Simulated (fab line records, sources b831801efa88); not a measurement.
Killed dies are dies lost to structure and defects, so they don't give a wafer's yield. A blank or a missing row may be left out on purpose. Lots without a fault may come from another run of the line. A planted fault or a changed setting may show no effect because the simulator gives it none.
fab line records | flow gf180mcu | part 2 of 2: steps 32 to 43 of 43
record lots=5 wafers=15 last_day=34
route steps=602 shown VT_IMPLANT@90
lots that met no fault: from a run of the same line without faults
start_h: hours from the record's first day to the start of the lot's first wafer shown | wait_h: hours since the lot's step before | " the same as in the row above | L1.1+2: a row that stands for several wafers | - no value, or no start given | * or withheld: withheld | < > ~ a bound
route shown NAME@n: a module of which the file shows steps, and the number in the route of the first | usual: mean/standard deviation of fault-free wafers | same: alike in all rows | chamber/n: place in a boat | sites: the reading at each site | _std_site: their standard deviation | _edge_site: outer sites' mean less inner sites' | radius_mm: how far each site lies from the wafer's centre | mask NAME#n: copy n | behind: the tool/chamber that last shaped the wafer | hold: why the lot was held/for how many hours/how that ended | device: the transistor (n, p or np) that didn't switch | end of line: the same wafers' tests at the end of the route | a step without rows: its recipe alone | killed: dies lost to structure and defects at the first sort, not the wafer's yield | map: a wafer's dies, x killed, . not, _ none there
set.NAME: the setting as run; set.NAME@STEP: as run at that earlier step | model.NAME: the simulator's own value behind a step, which no gauge read
lots at some steps of the route; a table a step, a row a wafer
services: from which hour (start_h, from the record's first day; less than 0 if before it) a tool's chamber was out of use, for how many hours, and why
## steps
# step GF_VT_IMPLANT_STRIP_31
# recipe chemistry=O2/N2 power_w=1400 pressure_mtorr=1500 platen_temp_c=250 o2_flow_sccm=3000 n2_flow_sccm=300 overash_fraction=0.5
# usual drypump_motor_current_A=5.6/0.32 heater_power_w=306/32 oes_product_au=0.716/0.0043 strip_time_to_endpoint_s=12.62/0.032
# columns lot.wafer tool chamber start_h wait_h drypump_motor_current_A heater_power_w oes_product_au rf_hours_counter_h strip_time_to_endpoint_s
L076.1 plasma_asher-03 0 156.67 0.1 5.2 302 0.719 44 12.65
L076.2 " 1 " " 5.8 286 0.720 44 12.64
L076.3 " 1 " " 5.8 294 0.727 - 12.67
L083.2 plasma_asher-01 0 197.05 0.1 5.7 394 0.716 61 12.55
L083.4 " 0 " " 5.7 375 0.712 - 12.61
L083.5 " 0 " " 5.7 388 0.717 - 12.57
L086.2 plasma_asher-04 0 218.17 0.1 5.5 279 0.712 10 12.60
L086.4 " 0 " " 5.5 286 0.712 - 12.61
L086.5 " 1 " " 5.3 319 0.713 - 12.67
L089.1 plasma_asher-01 1 236.15 0.1 6.2 285 0.724 65 12.61
L089.2 " 0 " " 5.7 387 0.717 65 12.60
L089.5 " 0 " " 5.7 372 0.720 - 12.62
L097.2 plasma_asher-04 0 293.25 0.1 5.4 288 0.706 18 12.64
L097.5 " 1 " " 5.3 307 0.716 - 12.63
L097.6 " 0 " " 5.5 283 0.721 - 12.61
# step GF_VT_IMPLANT_TW_MEAS_32
# usual VT_IMPLANT_3_TW=267.1/2.5
# columns lot.wafer tool chamber start_h wait_h VT_IMPLANT_3_TW
L076.1 film_metro-02 - 156.77 0.1 265.1
L076.2 " - " " 265.5
L076.3 " - " " 266.7
L083.2 film_metro-01 - 197.16 0.1 273.1
L083.4 " - " " 273.9
L083.5 " - " " 271.8
L086.2 film_metro-01 - 218.28 0.1 269.2
L086.4 " - " " 269.4
L086.5 " - " " 269.7
L089.1 film_metro-01 - 236.25 0.1 271.2
L089.2 " - " " 269.8
L089.5 " - " " 269.2
L097.2 film_metro-01 - 293.36 0.1 269.7
L097.5 " - " " 269.2
L097.6 " - " " 268.8
# step GF_VT_IMPLANT_DEHYDRATE_33
# recipe temp_c=200 time_s=60
# same time_s=60
# columns lot.wafer tool chamber start_h wait_h
L076.1+2+3 litho_track-01 0 164.04 7.3
L083.2+4+5 litho_track-01 0 205.07 7.9
L086.2+4+5 litho_track-02 0 226.06 7.8
L089.1+2+5 litho_track-02 0 244.58 8.3
L097.2+5+6 litho_track-02 0 302.81 9.4
# step GF_VT_IMPLANT_HMDS_34
# recipe prime_time_s=60 prime_temp_c=120
# columns lot.wafer tool chamber start_h wait_h
L076.1+2+3 litho_track-01 0 164.19 0.1
L083.2+4+5 litho_track-01 0 205.22 0.1
L086.2+4+5 litho_track-02 0 226.21 0.1
L089.1+2+5 litho_track-02 0 244.73 0.1
L097.2+5+6 litho_track-02 0 302.96 0.1
# step GF_VT_IMPLANT_COAT_35
# recipe resist=NOVOLAK spin_rpm=3000 resist_thk_nm=1000
# columns lot.wafer tool chamber start_h wait_h
L076.1+2+3 litho_track-01 0 164.34 0.1
L083.2+4+5 litho_track-01 0 205.37 0.1
L086.2+4+5 litho_track-02 0 226.36 0.1
L089.1+2+5 litho_track-02 0 244.88 0.1
L097.2+5+6 litho_track-02 0 303.11 0.1
# step GF_VT_IMPLANT_SOFTBAKE_36
# recipe temp_c=90 time_s=60 resist=NOVOLAK
# same time_s=60
# columns lot.wafer tool chamber start_h wait_h
L076.1+2+3 litho_track-01 0 164.49 0.1
L083.2+4+5 litho_track-01 0 205.52 0.1
L086.2+4+5 litho_track-02 0 226.51 0.1
L089.1+2+5 litho_track-02 0 245.03 0.1
L097.2+5+6 litho_track-02 0 303.26 0.1
# step GF_VT_IMPLANT_EXPOSE_37
# recipe mask_id=Nwell_HV_AREA target_cd_nm=860 na=0.6 source_shape=conventional sigma_outer=0.6 dose_mj=140
# usual exposure_dose_mJ_cm2=140.01/0.14
# columns lot.wafer tool chamber start_h wait_h mask exposure_dose_mJ_cm2
L076.1 iline_stepper-01 0 - - Nwell_HV_AREA#0 139.93
L076.2 " 0 " " Nwell_HV_AREA#0 139.78
L076.3 " 0 " " Nwell_HV_AREA#0 139.52
L083.2 iline_stepper-01 0 - - Nwell_HV_AREA#0 139.88
L083.4 " 0 " " Nwell_HV_AREA#0 140.09
L083.5 " 0 " " Nwell_HV_AREA#0 139.84
L086.2 iline_stepper-01 0 - - Nwell_HV_AREA#0 140.33
L086.4 " 0 " " Nwell_HV_AREA#0 140.07
L086.5 " 0 " " Nwell_HV_AREA#0 140.04
L089.1 iline_stepper-02 0 - - Nwell_HV_AREA#0 140.05
L089.2 " 0 " " Nwell_HV_AREA#0 140.20
L089.5 " 0 " " Nwell_HV_AREA#0 140.16
L097.2 iline_stepper-02 0 - - Nwell_HV_AREA#0 140.13
L097.5 " 0 " " Nwell_HV_AREA#0 140.09
L097.6 " 0 " " Nwell_HV_AREA#0 140.01
# step GF_VT_IMPLANT_PEB_38
# recipe temp_c=withheld time_s=* resist=NOVOLAK
# same time_s=*
# columns lot.wafer tool chamber start_h wait_h
L076.1+2+3 litho_track-03 0 - -
L083.2+4+5 litho_track-02 0 - -
L086.2+4+5 litho_track-01 0 - -
L089.1+2+5 litho_track-01 0 - -
L097.2+5+6 litho_track-02 0 - -
# step GF_VT_IMPLANT_DEVELOP_39
# recipe develop_time_s=60 dev_temp_c=23
# columns lot.wafer tool chamber start_h wait_h
L076.1+2+3 litho_track-03 0 172.11 0.1
L083.2+4+5 litho_track-02 0 213.81 0.1
L086.2+4+5 litho_track-01 0 235.27 0.1
L089.1+2+5 litho_track-01 0 254.59 0.1
L097.2+5+6 litho_track-02 0 313.91 0.1
# step GF_VT_IMPLANT_OVL_MEAS_40
# usual VT_IMPLANT_03_OVL=-1.0/1.4
# columns lot.wafer tool chamber start_h wait_h VT_IMPLANT_03_OVL[nm]
L076.1 overlay-01 - 172.26 0.1 -2.6
L076.2 " - " " -0.5
L076.3 " - " " -1.2
L083.2 overlay-02 - 213.94 0.1 -2.1
L083.4 " - " " -0.9
L083.5 " - " " -1.1
L086.2 overlay-02 - 235.40 0.1 -1.2
L086.4 " - " " -1.7
L086.5 " - " " -2.5
L089.1 overlay-01 - 254.74 0.1 -3.3
L089.2 " - " " -5.3
L089.5 " - " " -2.4
L097.2 overlay-02 - 314.04 0.1 -0.6
L097.5 " - " " 0.5
L097.6 " - " " 1.4
# step GF_VT_IMPLANT_IMPLANT_41
# recipe species=As energy_kev=70 dose_cm2=1.013e+12 tilt_deg=7
# usual beam_on_s=10.00/0.21
# columns lot.wafer tool chamber start_h wait_h beam_on_s
L076.1 implanter-04 0 172.30 0.0 9.92
L076.2 " 0 " " 9.97
L076.3 " 0 " " 9.99
L083.2 implanter-01 0 213.99 0.0 9.91
L083.4 " 0 " " 9.95
L083.5 " 0 " " 10.30
L086.2 implanter-01 0 235.45 0.0 10.02
L086.4 " 0 " " 10.51
L086.5 " 0 " " 9.93
L089.1 implanter-04 0 254.78 0.0 9.66
L089.2 " 0 " " 10.02
L089.5 " 0 " " 9.69
L097.2 implanter-04 0 314.09 0.0 10.06
L097.5 " 0 " " 9.84
L097.6 " 0 " " 10.28
# step GF_VT_IMPLANT_STRIP_42
# recipe chemistry=O2/N2 power_w=1400 pressure_mtorr=1500 platen_temp_c=250 o2_flow_sccm=3000 n2_flow_sccm=300 overash_fraction=0.5
# usual drypump_motor_current_A=5.6/0.33 heater_power_w=309/35 oes_product_au=0.716/0.0041 strip_time_to_endpoint_s=12.63/0.042
# columns lot.wafer tool chamber start_h wait_h drypump_motor_current_A heater_power_w oes_product_au rf_hours_counter_h strip_time_to_endpoint_s
L076.1 plasma_asher-01 0 172.45 0.1 5.8 392 0.717 58 12.68
L076.2 " 1 " " 6.2 294 0.714 58 12.68
L076.3 " 0 " " 5.8 397 0.714 - 12.72
L083.2 plasma_asher-04 0 214.12 0.1 5.5 288 0.718 10 12.62
L083.4 " 1 " " 5.3 303 0.711 - 12.65
L083.5 " 0 " " 5.5 282 0.712 - 12.55
L086.2 plasma_asher-04 1 235.58 0.1 5.3 306 0.718 12 12.61
L086.4 " 0 " " 5.5 290 0.716 - 12.59
L086.5 " 1 " " 5.3 304 0.721 - 12.60
L089.1 plasma_asher-01 1 254.93 0.1 6.2 291 0.717 67 12.62
L089.2 " 0 " " 5.7 381 0.721 67 12.62
L089.5 " 0 " " 5.8 387 0.716 - 12.64
L097.2 plasma_asher-04 1 314.22 0.1 5.3 313 0.720 20 12.58
L097.5 " 0 " " 5.5 283 0.718 - 12.62
L097.6 " 1 " " 5.3 306 0.714 - 12.62
## services
# columns tool chamber start_h hours kind
plasma_asher-03 - 94.53 4.3 repair
implanter-02 - 97.24 4.3 pm
plasma_asher-03 - 102.63 8.0 pm
plasma_asher-04 - 108.75 9.0 pm
plasma_asher-04 0 108.75 9.0 vent_cycle
plasma_asher-04 1 108.75 9.0 vent_cycle
plasma_asher-04 0 117.75 - clean
plasma_asher-04 1 117.75 - clean
plasma_asher-03 - 118.41 0.5 repair
implanter-02 - 136.10 2.8 repair
plasma_asher-03 - 137.59 3.0 repair
implanter-04 - 156.91 3.7 pm
implanter-04 - 174.72 4.8 pm
iline_stepper-01 - 177.82 1.7 pm
iline_stepper-01 0 192.52 - calibration
iline_stepper-02 - 197.75 1.7 pm
implanter-04 - 214.01 0.8 repair
implanter-04 - 236.37 4.6 repair
implanter-04 - 263.45 2.0 repair
iline_stepper-01 - 268.68 4.4 pm
plasma_asher-03 - 283.16 2.0 repair
implanter-04 - 289.63 2.1 repair
plasma_asher-03 - 294.94 2.7 repair
implanter-02 - 312.89 1.0 repair
